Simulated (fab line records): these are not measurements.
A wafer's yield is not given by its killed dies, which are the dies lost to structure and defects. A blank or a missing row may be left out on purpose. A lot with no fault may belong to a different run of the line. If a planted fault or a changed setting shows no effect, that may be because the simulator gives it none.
A struck lot beside a sound one || flow sky130 || 15 steps out of a route of 708
Sound: these wafers, L135.1, L135.2, L135.6. Wafers L141.2, L141.5, L141.6 were the ones struck. The cause comes at the end.
Per side, at each step with rows, come the tool, then ch with its chambers, and then its first start. Under that, the readings that differ: sound wafers || struck wafers || difference of the means || sigmas: that difference in standard deviations of wafers without a fault.
alike: a reading whose means differ by less than 2 such deviations, as well as words and numbers matching on both sides. not compared: withheld readings; readings where some wafer has no value; bounds like >300 that might hide an equal value; numbers whose values overlap and for which the record gives no deviation.
The two part at a step that has a row with sigmas, a row that says differs or no value, or rows on one side only. Numbers that don't overlap but have no deviation are shown without sigmas and don't part them. Lack of a reading on every wafer of one side parts them only where that side has two or more wafers.

first, 7 steps without rows for these wafers: SKY_LOCAL_INTERCONNECT_HMDS_04 (prime time 60 s); SKY_LOCAL_INTERCONNECT_COAT_05 (resist thk 60 nm); SKY_LOCAL_INTERCONNECT_COAT_06 (resist thk 445.2 nm); SKY_LOCAL_INTERCONNECT_SOFTBAKE_07 (time 90 s); SKY_LOCAL_INTERCONNECT_EXPOSE_08 (exposes mask LI1M, target cd 170 nm); SKY_LOCAL_INTERCONNECT_PEB_09; SKY_LOCAL_INTERCONNECT_DEVELOP_10 (develop time 60 s).
SKY_LOCAL_INTERCONNECT_CD_MEAS_11: target cd 170 nm.
  sound on cd_sem-01, day 32 23:55; struck on cd_sem-01, day 34 18:55
  alike: cd_nm
SKY_LOCAL_INTERCONNECT_OVL_MEAS_12:
  sound on overlay-02, day 33 00:02; struck on overlay-01, day 34 19:01
  alike: LOCAL_INTERCONNECT_OVL
SKY_LOCAL_INTERCONNECT_ETCH_13: etches BARC in N2/H2, stops on SiO2, time 45.9 s, target depth 60 nm.
  sound on rie_metal-03 ch 0,1, day 33 00:04; struck on rie_metal-04 ch 1, day 34 19:04
  alike: chamber_pressure_mTorr, drypump_motor_current_A, h2_flow_sccm, he_backside_leak_sccm, oes_product_au, rf_fwd_power_W, throttle_valve_pct
  not compared: rf_hours_counter_h
SKY_LOCAL_INTERCONNECT_METAL_ETCH_14: etches TiN in Cl2/BCl3, stops on PSG, target depth 110 nm, time 31.4 s.
  sound on rie_metal-03 ch 0,1, day 33 00:08; struck on rie_metal-04 ch 1, day 34 19:11
  alike: chamber_pressure_mTorr, drypump_motor_current_A, he_backside_leak_sccm, oes_product_au, rf_fwd_power_W, throttle_valve_pct
  not compared: rf_hours_counter_h
SKY_LOCAL_INTERCONNECT_STRIP_15: strips in O2/N2.
  sound on plasma_asher-04 ch 0,1, day 33 00:11; struck on plasma_asher-01 ch 0,1, day 34 19:16
{"reading": "chamber_pressure_mTorr (mTorr)", "sound": "1502.2 1502.2 1501.9", "struck": "1499.5 1497.6 1498.3", "difference": -3.6, "sigmas": -2}
  alike: drypump_motor_current_A, oes_product_au, strip_time_to_endpoint_s
  not compared: rf_hours_counter_h
SKY_LOCAL_INTERCONNECT_STRIP_16: strips in post etch residue remover, time 1223 s.
  sound on wet_bench-03 ch 2, day 33 00:17; struck on wet_bench-02 ch 1, day 34 19:22
  no value came back on the struck wafers for bath_guard_temp_C (C), bath_heat_duty_pct (%), time_s (s); on the sound wafers bath_guard_temp_C (C) reads 72.9 72.9 73.1
then, 1 step without rows for these wafers: SKY_LOCAL_INTERCONNECT_CLEAN_17 (cleans in IPA, time 180 s).
-- the record jumps here: 14 days lie between the struck wafers' starts before and after (it left off in module LOCAL_INTERCONNECT and takes up again in module PAD_OPEN, whose first step shown is number 708 of the route) --
SKY_PAD_OPEN_PROBE_99:
  sound on prober-02, day 47 19:22; struck on prober-01, day 49 03:40
  alike: killed_at_M0_to_M3, killed_at_M4_up, killed_at_contacts, killed_at_front_end, killed_at_other, killed_dies, killed_open, killed_short

## WHERE THEY PART
Earliest at SKY_LOCAL_INTERCONNECT_STRIP_15; latest, in this record, at SKY_LOCAL_INTERCONNECT_STRIP_16. Later steps at which nothing parts them and some readings are alike: SKY_PAD_OPEN_PROBE_99.

WHY: what had been put in by the simulator
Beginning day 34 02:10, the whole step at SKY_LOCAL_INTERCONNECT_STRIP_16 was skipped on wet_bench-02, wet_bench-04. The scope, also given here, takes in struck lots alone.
